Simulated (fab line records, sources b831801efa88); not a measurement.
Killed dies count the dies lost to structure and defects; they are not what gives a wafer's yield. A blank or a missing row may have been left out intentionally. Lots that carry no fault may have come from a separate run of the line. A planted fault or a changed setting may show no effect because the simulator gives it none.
fab line records ; flow sky130
record lots=15; wafers=45; lastDay=50
route steps=708 shown VT_ADJUST_NCORE@126 VT_ADJUST_HVTR@139 VT_ADJUST_PCH@152 SONOS_TUNNEL@166 LI_CONTACT@365 CONTACT@411
lots that met no fault: taken from a fault-free run of the same line
startH: hours from the record's opening day to when the first of the lot's shown wafers began ; waitH: time in hours since the lot's previous step ; " the same as in the row above ; L1.1+2: one row covering several wafers at once ; - no value present, or no start provided ; * or withheld: withheld ; < > ~ a bound
route shown NAME@n: NAME is a module with steps in the file, n the number in the route of the first one ; usual: average and standard deviation across the fault-free wafers ; same: alike in all rows ; chamber/n: place in a boat ; sites: per-site readings ; _std_site: standard deviation of those values ; _edge_site: outer sites' mean less inner sites' ; radiusMm: how far each site lies from the wafer's centre ; mask NAME#n: copy n ; behind: the most recent tool/chamber to have shaped the wafer ; hold: reason for holding the lot/hours on hold/outcome of the hold ; device: the transistor (n, p or np) that didn't switch ; end of line: the route-end tests of the same wafers ; a step given without rows: its recipe and nothing more ; killed: dies lost to structure and defects at the first sort, not the wafer's yield ; map: shows each die of a wafer: x if killed, . if not, _ if none is there
set.NAME: the setting the step ran with; set.NAME@STEP: the setting that earlier step ran with ; model.NAME: the simulator's own value behind a step, which no gauge read
steps of the route over a sample of lots; a table a step, a row a wafer
services: the hour from which a tool's chamber was out of use, counted from the record's first day as startH (under 0 if before that day), plus the number of hours and why
## steps
# step SKY_VT_ADJUST_NCORE_CD_MEAS_07
# recipe targetCdNm=380
# usual cdNm=379.8/2.3
lot.wafer;tool;chamber;startH;waitH;cdNm
L530.1;cdSem-01;-;185.58;0.1;383.2
L530.3;cdSem-01;-;185.58;0.1;383.6
L530.6;cdSem-01;-;185.58;0.1;380.7
L532.2;cdSem-01;-;199.20;0.1;379.2
L532.3;cdSem-01;-;199.20;0.1;379.5
L532.4;cdSem-01;-;199.20;0.1;378.3
L533.1;cdSem-02;-;204.88;0.1;374.8
L533.4;cdSem-02;-;204.88;0.1;376.7
L533.5;cdSem-02;-;204.88;0.1;377.7
L534.1;cdSem-02;-;213.83;0.1;379.4
L534.2;cdSem-02;-;213.83;0.1;380.8
L534.3;cdSem-02;-;213.83;0.1;381.6
L535.2;cdSem-02;-;221.90;0.1;379.2
L535.5;cdSem-02;-;221.90;0.1;379.7
L535.6;cdSem-02;-;221.90;0.1;379.3
L541.1;cdSem-02;-;269.78;0.1;382.0
L541.5;cdSem-02;-;269.78;0.1;381.3
L541.6;cdSem-02;-;269.78;0.1;382.6
L542.1;cdSem-02;-;271.10;0.1;376.6
L542.5;cdSem-02;-;271.10;0.1;377.1
L542.6;cdSem-02;-;271.10;0.1;375.5
L543.4;cdSem-01;-;276.14;0.1;379.1
L543.5;cdSem-01;-;276.14;0.1;382.9
L543.6;cdSem-01;-;276.14;0.1;381.6
L547.2;cdSem-01;-;305.32;0.1;381.1
L547.3;cdSem-01;-;305.32;0.1;377.8
L547.4;cdSem-01;-;305.32;0.1;380.7
L548.3;cdSem-01;-;312.97;0.1;377.4
L548.4;cdSem-01;-;312.97;0.1;381.3
L548.5;cdSem-01;-;312.97;0.1;376.4
L549.1;cdSem-02;-;317.55;0.1;375.6
L549.3;cdSem-02;-;317.55;0.1;376.9
L549.6;cdSem-02;-;317.55;0.1;375.7
L550.1;cdSem-01;-;331.50;0.1;377.9
L550.2;cdSem-01;-;331.50;0.1;378.2
L550.4;cdSem-01;-;331.50;0.1;376.9
L551.1;cdSem-01;-;340.45;0.1;377.9
L551.2;cdSem-01;-;340.45;0.1;379.5
L551.5;cdSem-01;-;340.45;0.1;377.5
L552.2;cdSem-01;-;342.50;0.1;380.3
L552.3;cdSem-01;-;342.50;0.1;379.7
L552.5;cdSem-01;-;342.50;0.1;380.5
L553.1;cdSem-02;-;351.30;0.1;382.0
L553.4;cdSem-02;-;351.30;0.1;382.2
L553.5;cdSem-02;-;351.30;0.1;384.1
# step SKY_VT_ADJUST_HVTR_OVL_MEAS_08
# usual VT_ADJUST_HVTR_OVL=0.3/1.5
lot.wafer;tool;chamber;startH;waitH;VT_ADJUST_HVTR_OVL[nm]
L530.1;overlay-01;-;206.60;0.1;0.5
L530.3;overlay-01;-;206.60;0.1;0.5
L530.6;overlay-01;-;206.60;0.1;-0.8
L532.2;overlay-01;-;222.92;0.1;-1.3
L532.3;overlay-01;-;222.92;0.1;-0.5
L532.4;overlay-01;-;222.92;0.1;-1.9
L533.1;overlay-02;-;228.35;0.1;1.6
L533.4;overlay-02;-;228.35;0.1;1.4
L533.5;overlay-02;-;228.35;0.1;1.0
L534.1;overlay-01;-;237.90;0.1;-0.3
L534.2;overlay-01;-;237.90;0.1;-1.0
L534.3;overlay-01;-;237.90;0.1;-1.7
L535.2;overlay-01;-;245.81;0.1;1.2
L535.5;overlay-01;-;245.81;0.1;1.4
L535.6;overlay-01;-;245.81;0.1;0.4
L541.1;overlay-01;-;295.65;0.1;-0.4
L541.5;overlay-01;-;295.65;0.1;-0.9
L541.6;overlay-01;-;295.65;0.1;-0.3
L542.1;overlay-02;-;297.14;0.1;0.1
L542.5;overlay-02;-;297.14;0.1;1.8
L542.6;overlay-02;-;297.14;0.1;3.1
L543.4;overlay-02;-;302.28;0.1;2.4
L543.5;overlay-02;-;302.28;0.1;1.0
L543.6;overlay-02;-;302.28;0.1;2.5
L547.2;overlay-01;-;332.77;0.1;0.1
L547.3;overlay-01;-;332.77;0.1;-1.2
L547.4;overlay-01;-;332.77;0.1;-0.3
L548.3;overlay-02;-;340.90;0.1;-0.3
L548.4;overlay-02;-;340.90;0.1;-1.9
L548.5;overlay-02;-;340.90;0.1;-0.5
L549.1;overlay-01;-;345.39;0.1;2.7
L549.3;overlay-01;-;345.39;0.1;1.9
L549.6;overlay-01;-;345.39;0.1;2.1
L550.1;overlay-02;-;360.12;0.1;1.1
L550.2;overlay-02;-;360.12;0.1;3.4
L550.4;overlay-02;-;360.12;0.1;1.4
L551.1;overlay-01;-;368.44;0.1;-0.8
L551.2;overlay-01;-;368.44;0.1;2.8
L551.5;overlay-01;-;368.44;0.1;1.8
L552.2;overlay-01;-;370.60;0.1;0.2
L552.3;overlay-01;-;370.60;0.1;-0.8
L552.5;overlay-01;-;370.60;0.1;-2.8
L553.1;overlay-01;-;380.19;0.1;-2.8
L553.4;overlay-01;-;380.19;0.1;-1.1
L553.5;overlay-01;-;380.19;0.1;-1.3
# step SKY_VT_ADJUST_HVTR_TW_MEAS_11
# usual VT_ADJUST_HVTR_TW=211.9/1.2
lot.wafer;tool;chamber;startH;waitH;VT_ADJUST_HVTR_TW
L530.1;filmMetro-03;-;207.04;0.1;210.6
L530.3;filmMetro-03;-;207.04;0.1;210.1
L530.6;filmMetro-03;-;207.04;0.1;209.0
L532.2;filmMetro-01;-;223.21;0.1;210.7
L532.3;filmMetro-01;-;223.21;0.1;209.7
L532.4;filmMetro-01;-;223.21;0.1;210.5
L533.1;filmMetro-04;-;228.64;0.1;212.0
L533.4;filmMetro-04;-;228.64;0.1;213.3
L533.5;filmMetro-04;-;228.64;0.1;212.9
L534.1;filmMetro-04;-;238.19;0.1;212.6
L534.2;filmMetro-04;-;238.19;0.1;212.4
L534.3;filmMetro-04;-;238.19;0.1;212.0
L535.2;filmMetro-04;-;246.10;0.1;213.7
L535.5;filmMetro-04;-;246.10;0.1;214.1
L535.6;filmMetro-04;-;246.10;0.1;214.1
L541.1;filmMetro-01;-;295.94;0.1;211.7
L541.5;filmMetro-01;-;295.94;0.1;212.6
L541.6;filmMetro-01;-;295.94;0.1;212.1
L542.1;filmMetro-03;-;297.43;0.1;210.3
L542.5;filmMetro-03;-;297.43;0.1;210.1
L542.6;filmMetro-03;-;297.43;0.1;209.9
L543.4;filmMetro-04;-;302.58;0.1;212.8
L543.5;filmMetro-04;-;302.58;0.1;213.3
L543.6;filmMetro-04;-;302.58;0.1;212.8
L547.2;filmMetro-04;-;333.06;0.1;211.9
L547.3;filmMetro-04;-;333.06;0.1;212.6
L547.4;filmMetro-04;-;333.06;0.1;211.1
L548.3;filmMetro-01;-;341.20;0.1;210.7
L548.4;filmMetro-01;-;341.20;0.1;211.9
L548.5;filmMetro-01;-;341.20;0.1;211.3
L549.1;filmMetro-04;-;345.68;0.1;211.7
L549.3;filmMetro-04;-;345.68;0.1;211.7
L549.6;filmMetro-04;-;345.68;0.1;210.2
L550.1;filmMetro-01;-;360.40;0.1;209.8
L550.2;filmMetro-01;-;360.40;0.1;211.6
L550.4;filmMetro-01;-;360.40;0.1;210.6
L551.1;filmMetro-03;-;368.73;0.1;210.1
L551.2;filmMetro-03;-;368.73;0.1;210.0
L551.5;filmMetro-03;-;368.73;0.1;210.6
L552.2;filmMetro-03;-;370.89;0.1;211.8
L552.3;filmMetro-03;-;370.89;0.1;210.3
L552.5;filmMetro-03;-;370.89;0.1;209.8
L553.1;filmMetro-01;-;380.48;0.1;211.1
L553.4;filmMetro-01;-;380.48;0.1;211.2
L553.5;filmMetro-01;-;380.48;0.1;211.5
# step SKY_VT_ADJUST_PCH_STRIP_09
# recipe chemistry=O2/N2; powerW=1400; pressureMtorr=1500; platenTempC=withheld; o2FlowSccm=3000; n2FlowSccm=300; overashFraction=0.5
# usual chamberPressureMTorr=1500.0/1.3; drypumpMotorCurrentA=5.9/0.55; oesProductAu=0.722/0.0048; stripTimeToEndpointS=36.98/0.12
lot.wafer;tool;chamber;startH;waitH;chamberPressureMTorr;drypumpMotorCurrentA;oesProductAu;rfHoursCounterH;stripTimeToEndpointS
L530.1;plasmaAsher-03;1;230.24;0.1;1499.5;5.7;0.718;55;36.88
L530.3;plasmaAsher-03;0;230.24;0.1;1502.0;6.0;0.720;-;37.03
L530.6;plasmaAsher-03;1;230.24;0.1;1498.7;5.8;0.722;-;36.82
L532.2;plasmaAsher-01;1;246.64;0.1;1500.7;5.7;0.717;53;37.05
L532.3;plasmaAsher-01;1;246.64;0.1;1500.5;5.7;0.727;-;37.00
L532.4;plasmaAsher-01;0;246.64;0.1;1500.5;6.5;0.717;-;36.94
L533.1;plasmaAsher-01;0;252.14;0.1;1500.4;6.4;0.716;54;37.02
L533.4;plasmaAsher-01;0;252.14;0.1;1497.7;6.5;0.731;-;37.10
L533.5;plasmaAsher-01;1;252.14;0.1;1501.5;5.7;0.717;-;37.01
L534.1;plasmaAsher-01;1;262.91;0.1;1499.7;5.7;0.726;55;36.88
L534.2;plasmaAsher-01;0;262.91;0.1;1500.8;6.5;0.724;55;37.00
L534.3;plasmaAsher-01;0;262.91;0.1;1498.3;6.5;0.714;-;36.91
L535.2;plasmaAsher-02;1;270.19;0.1;1502.7;6.6;0.718;15;36.83
L535.5;plasmaAsher-02;0;270.19;0.1;1500.7;5.1;0.725;-;36.82
L535.6;plasmaAsher-02;1;270.19;0.1;1499.9;6.5;0.725;-;36.78
L541.1;plasmaAsher-01;1;322.79;0.1;-;-;-;-;-
L541.5;plasmaAsher-01;1;322.79;0.1;-;-;-;-;-
L541.6;plasmaAsher-01;0;322.79;0.1;-;-;-;-;-
L542.1;plasmaAsher-02;0;324.69;0.1;-;-;-;-;-
L542.5;plasmaAsher-02;1;324.69;0.1;-;-;-;-;-
L542.6;plasmaAsher-02;0;324.69;0.1;-;-;-;-;-
L543.4;plasmaAsher-01;0;328.99;0.1;-;-;-;-;-
L543.5;plasmaAsher-01;1;328.99;0.1;-;-;-;-;-
L543.6;plasmaAsher-01;0;328.99;0.1;-;-;-;-;-
L547.2;plasmaAsher-02;0;360.79;0.1;1498.5;5.1;0.720;25;36.82
L547.3;plasmaAsher-02;0;360.79;0.1;1499.2;5.1;0.718;-;36.89
L547.4;plasmaAsher-02;1;360.79;0.1;1498.9;6.6;0.723;-;37.02
L548.3;plasmaAsher-02;0;369.42;0.1;1501.5;5.1;0.726;-;37.21
L548.4;plasmaAsher-02;1;369.42;0.1;1498.3;6.6;0.713;-;37.22
L548.5;plasmaAsher-02;1;369.42;0.1;1500.5;6.6;0.721;-;37.20
L549.1;plasmaAsher-03;0;373.66;0.1;1500.6;6.1;0.725;69;36.89
L549.3;plasmaAsher-03;0;373.66;0.1;1499.3;6.1;0.718;-;36.91
L549.6;plasmaAsher-03;1;373.66;0.1;1499.4;5.7;0.723;-;36.85
L550.1;plasmaAsher-02;0;389.36;0.1;1500.8;5.1;0.716;27;36.99
L550.2;plasmaAsher-02;1;389.36;0.1;1501.6;6.6;0.718;27;36.93
L550.4;plasmaAsher-02;0;389.36;0.1;1500.2;5.1;0.718;-;36.93
L551.1;plasmaAsher-03;1;398.34;0.1;1497.5;5.7;0.722;72;37.23
L551.2;plasmaAsher-03;0;398.34;0.1;1499.5;6.0;0.723;72;37.04
L551.5;plasmaAsher-03;0;398.34;0.1;1500.7;6.0;0.726;-;37.20
L552.2;plasmaAsher-03;0;400.23;0.1;1502.2;6.0;0.727;72;37.00
L552.3;plasmaAsher-03;0;400.23;0.1;1498.9;6.0;0.718;-;37.01
L552.5;plasmaAsher-03;1;400.23;0.1;1500.2;5.7;0.717;-;37.05
L553.1;plasmaAsher-02;1;410.53;0.1;1498.1;6.6;0.719;30;36.93
L553.4;plasmaAsher-02;0;410.53;0.1;1501.8;5.1;0.716;-;36.90
L553.5;plasmaAsher-02;1;410.53;0.1;1500.1;6.7;0.727;-;37.02
# step SKY_SONOS_TUNNEL_TW_MEAS_12
# usual SONOS_TUNNEL_TW=197.9/0.88
lot.wafer;tool;chamber;startH;waitH;SONOS_TUNNEL_TW
L530.1;filmMetro-02;-;255.03;0.0;198.3
L530.3;filmMetro-02;-;255.03;0.0;199.3
L530.6;filmMetro-02;-;255.03;0.0;198.9
L532.2;filmMetro-02;-;271.04;0.0;197.4
L532.3;filmMetro-02;-;271.04;0.0;197.2
L532.4;filmMetro-02;-;271.04;0.0;197.9
L533.1;filmMetro-04;-;276.95;0.0;197.3
L533.4;filmMetro-04;-;276.95;0.0;197.6
L533.5;filmMetro-04;-;276.95;0.0;198.2
L534.1;filmMetro-02;-;288.75;0.0;198.3
L534.2;filmMetro-02;-;288.75;0.0;197.3
L534.3;filmMetro-02;-;288.75;0.0;197.5
L535.2;filmMetro-02;-;296.41;0.0;197.3
L535.5;filmMetro-02;-;296.41;0.0;197.3
L535.6;filmMetro-02;-;296.41;0.0;197.0
L541.1;filmMetro-03;-;351.27;0.0;29.9
L541.5;filmMetro-03;-;351.27;0.0;29.8
L541.6;filmMetro-03;-;351.27;0.0;30.0
L542.1;filmMetro-04;-;353.16;0.0;30.1
L542.5;filmMetro-04;-;353.16;0.0;30.2
L542.6;filmMetro-04;-;353.16;0.0;30.2
L543.4;filmMetro-02;-;356.89;0.0;30.0
L543.5;filmMetro-02;-;356.89;0.0;29.9
L543.6;filmMetro-02;-;356.89;0.0;29.9
L547.2;filmMetro-02;-;390.21;0.0;198.9
L547.3;filmMetro-02;-;390.21;0.0;197.9
L547.4;filmMetro-02;-;390.21;0.0;198.6
L548.3;filmMetro-04;-;399.72;0.0;197.1
L548.4;filmMetro-04;-;399.72;0.0;198.1
L548.5;filmMetro-04;-;399.72;0.0;197.3
L549.1;filmMetro-03;-;403.45;0.0;198.3
L549.3;filmMetro-03;-;403.45;0.0;198.4
L549.6;filmMetro-03;-;403.45;0.0;198.9
L550.1;filmMetro-02;-;419.36;0.0;197.5
L550.2;filmMetro-02;-;419.36;0.0;197.5
L550.4;filmMetro-02;-;419.36;0.0;196.6
L551.1;filmMetro-04;-;428.95;0.0;199.3
L551.2;filmMetro-04;-;428.95;0.0;198.5
L551.5;filmMetro-04;-;428.95;0.0;198.8
L552.2;filmMetro-03;-;431.76;0.0;197.9
L552.3;filmMetro-03;-;431.76;0.0;198.6
L552.5;filmMetro-03;-;431.76;0.0;198.3
L553.1;filmMetro-02;-;442.87;0.0;199.1
L553.4;filmMetro-02;-;442.87;0.0;198.7
L553.5;filmMetro-02;-;442.87;0.0;198.8
# step SKY_LI_CONTACT_BOW_MEAS_03
# recipe mode=bow
# usual LI_CONTACT_BOW=57/6.1
lot.wafer;tool;chamber;startH;waitH;LI_CONTACT_BOW[um]
L530.1;filmMetro-02;-;662.58;0.1;59
L530.3;filmMetro-02;-;662.58;0.1;52
L530.6;filmMetro-02;-;662.58;0.1;59
L532.2;filmMetro-02;-;678.17;0.3;64
L532.3;filmMetro-02;-;678.17;0.3;52
L532.4;filmMetro-02;-;678.17;0.3;54
L533.1;filmMetro-02;-;684.31;0.1;68
L533.4;filmMetro-02;-;684.31;0.1;60
L533.5;filmMetro-02;-;684.31;0.1;58
L534.1;filmMetro-04;-;698.47;0.1;60
L534.2;filmMetro-04;-;698.47;0.1;55
L534.3;filmMetro-04;-;698.47;0.1;59
L535.2;filmMetro-04;-;703.69;0.2;57
L535.5;filmMetro-04;-;703.69;0.2;58
L535.6;filmMetro-04;-;703.69;0.2;52
L542.1;filmMetro-02;-;762.42;0.2;17
L542.5;filmMetro-02;-;762.42;0.2;26
L542.6;filmMetro-02;-;762.42;0.2;21
L541.1;filmMetro-02;-;763.33;0.2;13
L541.5;filmMetro-02;-;763.33;0.2;17
L541.6;filmMetro-02;-;763.33;0.2;10
L543.4;filmMetro-02;-;766.66;0.2;17
L543.5;filmMetro-02;-;766.66;0.2;19
L543.6;filmMetro-02;-;766.66;0.2;28
L547.2;filmMetro-02;-;794.95;0.3;70
L547.3;filmMetro-02;-;794.95;0.3;58
L547.4;filmMetro-02;-;794.95;0.3;59
L549.1;filmMetro-02;-;803.92;0.1;55
L549.3;filmMetro-02;-;803.92;0.1;51
L549.6;filmMetro-02;-;803.92;0.1;63
L548.3;filmMetro-02;-;809.77;0.1;47
L548.4;filmMetro-02;-;809.77;0.1;51
L548.5;filmMetro-02;-;809.77;0.1;49
L550.1;filmMetro-04;-;817.41;0.2;52
L550.2;filmMetro-04;-;817.41;0.2;60
L550.4;filmMetro-04;-;817.41;0.2;53
L551.1;filmMetro-01;-;825.03;0.1;58
L551.2;filmMetro-01;-;825.03;0.1;57
L551.5;filmMetro-01;-;825.03;0.1;51
L552.2;filmMetro-04;-;828.91;0.2;63
L552.3;filmMetro-04;-;828.91;0.2;58
L552.5;filmMetro-04;-;828.91;0.2;59
L553.1;filmMetro-01;-;837.11;0.1;60
L553.4;filmMetro-01;-;837.11;0.1;67
L553.5;filmMetro-01;-;837.11;0.1;60
# step SKY_CONTACT_BOW_MEAS_05
# recipe mode=bow
# usual CONTACT_BOW=82/6.5
lot.wafer;tool;chamber;startH;waitH;CONTACT_BOW[um]
L530.1;filmMetro-02;-;722.70;0.1;88
L530.3;filmMetro-02;-;722.70;0.1;78
L530.6;filmMetro-02;-;722.70;0.1;86
L532.2;filmMetro-03;-;737.63;0.2;89
L532.3;filmMetro-03;-;737.63;0.2;79
L532.4;filmMetro-03;-;737.63;0.2;80
L533.1;filmMetro-03;-;743.08;0.2;92
L533.4;filmMetro-03;-;743.08;0.2;86
L533.5;filmMetro-03;-;743.08;0.2;83
L534.1;filmMetro-02;-;756.82;0.2;86
L534.2;filmMetro-02;-;756.82;0.2;83
L534.3;filmMetro-02;-;756.82;0.2;87
L535.2;filmMetro-01;-;761.84;0.3;82
L535.5;filmMetro-01;-;761.84;0.3;82
L535.6;filmMetro-01;-;761.84;0.3;77
L542.1;filmMetro-01;-;818.54;0.1;41
L542.5;filmMetro-01;-;818.54;0.1;49
L542.6;filmMetro-01;-;818.54;0.1;45
L541.1;filmMetro-02;-;819.48;0.1;42
L541.5;filmMetro-02;-;819.48;0.1;44
L541.6;filmMetro-02;-;819.48;0.1;38
L543.4;filmMetro-02;-;821.76;0.3;42
L543.5;filmMetro-02;-;821.76;0.3;44
L543.6;filmMetro-02;-;821.76;0.3;53
L547.2;filmMetro-02;-;850.90;0.3;98
L547.3;filmMetro-02;-;850.90;0.3;85
L547.4;filmMetro-02;-;850.90;0.3;86
L549.1;filmMetro-03;-;860.10;0.2;76
L549.3;filmMetro-03;-;860.10;0.2;73
L549.6;filmMetro-03;-;860.10;0.2;83
L548.3;filmMetro-02;-;866.70;0.3;77
L548.4;filmMetro-02;-;866.70;0.3;80
L548.5;filmMetro-02;-;866.70;0.3;78
L550.1;filmMetro-03;-;873.95;0.2;75
L550.2;filmMetro-03;-;873.95;0.2;81
L550.4;filmMetro-03;-;873.95;0.2;76
L551.1;filmMetro-03;-;880.27;0.1;83
L551.2;filmMetro-03;-;880.27;0.1;82
L551.5;filmMetro-03;-;880.27;0.1;76
L552.2;filmMetro-01;-;884.90;0.2;88
L552.3;filmMetro-01;-;884.90;0.2;83
L552.5;filmMetro-01;-;884.90;0.2;83
L553.1;filmMetro-02;-;892.22;0.1;85
L553.4;filmMetro-02;-;892.22;0.1;94
L553.5;filmMetro-02;-;892.22;0.1;85
## services
tool;chamber;startH;hours;kind
plasmaAsher-02;-;219.84;0.4;repair
plasmaAsher-01;-;267.08;24.0;pm
plasmaAsher-01;-;307.36;0.4;repair
plasmaAsher-02;-;400.48;0.5;repair
## key
firstSign step=SKY_VT_ADJUST_PCH_STRIP_09; reading=toolRecord; direction=missing
effect step=SKY_SONOS_TUNNEL_TW_MEAS_12; reading=SONOS_TUNNEL_TW; direction=down; sigmas=99+; usual=197.9; struck=30.0
effect step=SKY_LI_CONTACT_BOW_MEAS_03; reading=LI_CONTACT_BOW; direction=down; sigmas=6.2; usual=57; struck=19
effect step=SKY_CONTACT_BOW_MEAS_05; reading=CONTACT_BOW; direction=down; sigmas=5.9; usual=82; struck=44
metAt SKY_VT_ADJUST_PCH_STRIP_09
struckLots L541,L542,L543
sortLeftOut L541.1,L541.5,L541.6,L542.1,L542.5,L542.6,L543.4,L543.5,L543.6
testerLeftOut L541,L542,L543
notActingAt SKY_VT_ADJUST_NCORE_CD_MEAS_07,SKY_VT_ADJUST_HVTR_OVL_MEAS_08,SKY_VT_ADJUST_HVTR_TW_MEAS_11
onsetBetween 270.19 322.79
fault kind=skippedStepWhole; tool=plasmaAsher-01,plasmaAsher-02; chamber=-; onsetH=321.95; steps=SKY_VT_ADJUST_PCH_STRIP_09; scope=struckLotsOnly
# testerLeftOut: of these lots the tester's yield and bins aren't shown, on N5 and GAA mostly nor the transistor test; their killed dies are dies lost to structure and defects alone, not to doping, threshold or leakage, so they don't give the yield
# sortLeftOut: the simulated sort isn't trusted on such a fault, so these wafers' sort isn't shown, and their yield isn't known
